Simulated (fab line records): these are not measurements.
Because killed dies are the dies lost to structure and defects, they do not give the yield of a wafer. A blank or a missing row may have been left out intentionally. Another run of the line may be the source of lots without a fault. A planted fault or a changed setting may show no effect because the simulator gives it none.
Which of the tools did it? | flow sky130 | 13 lots, 39 wafers sampled, at 3 steps of a route of 708

== WHAT THE GAUGES SHOWED, per wafer ==
SKY_SONOS_TUNNEL_OVL_MEAS_08.
lot  | measured     | on         | SONOS_TUNNEL_OVL (nm)
L710 | day 11 14:07 | overlay-01 | 1.2 -0.7 0.1
L711 | day 12 00:34 | overlay-01 | -0.6 -0.5 -2.3
L713 | day 12 11:22 | overlay-01 | -1.0 0.3 -1.1
L715 | day 13 02:43 | overlay-02 | -0.5 -0.1 0.4
L716 | day 13 12:49 | overlay-02 | -2.3 -1.5 -1.4
L717 | day 13 18:37 | overlay-02 | 0.7 -0.1 0.1
L718 | day 14 03:50 | overlay-02 | -0.8 -1.5 -0.2
L719 | day 14 13:14 | overlay-02 | -2.1 0.3 -0.4
L720 | day 14 15:22 | overlay-01 | 2.7 0.8 0.7
L722 | day 15 09:34 | overlay-01 | 1.1 3.3 2.4
L723 | day 15 18:56 | overlay-01 | -0.8 -0.2 -0.5
L726 | day 17 00:19 | overlay-01 | 268.2 264.6 266.1 267.5 264.1 265.7
L727 | day 17 02:01 | overlay-01 | 266.8 266.6 265.6 266.4 266.4 265.3

SKY_CONTACT_BOW_MEAS_05.
lot  | measured     | on           | CONTACT_BOW (um)
L710 | day 30 12:52 | filmMetro-02 | 85 75 83
L711 | day 30 21:37 | filmMetro-04 | 74 84 81
L713 | day 31 17:59 | filmMetro-04 | 90 85 77
L715 | day 32 07:20 | filmMetro-01 | 79 83 88
L716 | day 32 20:55 | filmMetro-04 | 78 87 82
L717 | day 33 08:12 | filmMetro-01 | 80 92 89
L718 | day 33 10:00 | filmMetro-04 | 66 74 83
L719 | day 33 15:32 | filmMetro-04 | 88 87 78
L720 | day 33 21:16 | filmMetro-04 | 91 66 70
L722 | day 34 13:23 | filmMetro-02 | 94 86 82
L723 | day 35 00:10 | filmMetro-04 | 76 73 80

== WHAT TOOL EACH LOT RAN ON (gives the tool, then ch and the chambers of the sampled wafers, and finally the start) ==
lot  | SKY_SONOS_TUNNEL_EXPOSE_04
L710 | ilineStepper-02 ch 0, day 11 02:17
L711 | ilineStepper-02 ch 0, day 11 12:35
L713 | ilineStepper-02 ch 0, day 11 23:21
L715 | ilineStepper-01 ch 0, day 12 14:40
L716 | ilineStepper-02 ch 0, day 13 00:47
L717 | ilineStepper-02 ch 0, day 13 05:44
L718 | ilineStepper-02 ch 0, day 13 15:07
L719 | ilineStepper-02 ch 0, day 14 00:55
L720 | ilineStepper-01 ch 0, day 14 03:02
L722 | ilineStepper-01 ch 0, day 14 19:53
L723 | ilineStepper-01 ch 0, day 15 05:09
L726 | ilineStepper-01 ch 0, day 16 10:33
L727 | ilineStepper-01 ch 0, day 16 12:29
- SKY_SONOS_TUNNEL_EXPOSE_04: exposes mask TUNM, target cd 410 nm.

== AS READ BY THE TOOLS THEMSELVES (means over the sampled wafers that have a number; for cases with no such wafer, the mark the record gives instead) ==
SKY_SONOS_TUNNEL_EXPOSE_04.
lot  | tool            | focusOffsetNm (nm)
L710 | ilineStepper-02 | 0.2
L711 | ilineStepper-02 | 0.1
L713 | ilineStepper-02 | -0.2
L715 | ilineStepper-01 | 0.0
L716 | ilineStepper-02 | -0.3
L717 | ilineStepper-02 | -0.8
L718 | ilineStepper-02 | 0.5
L719 | ilineStepper-02 | -0.6
L720 | ilineStepper-01 | -0.2
L722 | ilineStepper-01 | -0.1
L723 | ilineStepper-01 | -0.1
L726 | ilineStepper-01 | -0.5
L727 | ilineStepper-01 | 0.9

== THE ANSWER, worked out from the rows above alone ==
Rule: the lots themselves supply what counts as usual. The widest of any qualifying gaps counts: lots, ordered by their means at a reading, are off when they make up no more than a third of the lots, leave a main group of 4 or more, and stand apart from it by 3 or more times the standard deviation of that group's means. A main group is skipped when, at the precision printed for the reading in the tables above, its means are all equal. Also off: a lot with no number at a reading for which 4 or more lots have one. Where the step has rows for the other lots, those lots are counted as sound. First the gauges in route order, then the tools' own readings, where a lot's mean is used as printed above. At the first step where some lot is off, the reading lying furthest off is the one used; lots without a number count as furthest.
Off: at SKY_SONOS_TUNNEL_OVL_MEAS_08 (SONOS_TUNNEL_OVL), L726, L727. The main group has a mean of -0.1 nm with a standard deviation of 1.1.
If a tool, at a process step before that reading, ran all the lots that are off and no sound lot after the first of them, it fits. The gauges at SKY_SONOS_TUNNEL_OVL_MEAS_08 are tried like those tools. 2 tools fit, ilineStepper-01 at SKY_SONOS_TUNNEL_EXPOSE_04 and overlay-01 at SKY_SONOS_TUNNEL_OVL_MEAS_08, so this cannot tell which one it is.

== WHAT HAD BEEN PUT IN BY THE SIMULATOR ==
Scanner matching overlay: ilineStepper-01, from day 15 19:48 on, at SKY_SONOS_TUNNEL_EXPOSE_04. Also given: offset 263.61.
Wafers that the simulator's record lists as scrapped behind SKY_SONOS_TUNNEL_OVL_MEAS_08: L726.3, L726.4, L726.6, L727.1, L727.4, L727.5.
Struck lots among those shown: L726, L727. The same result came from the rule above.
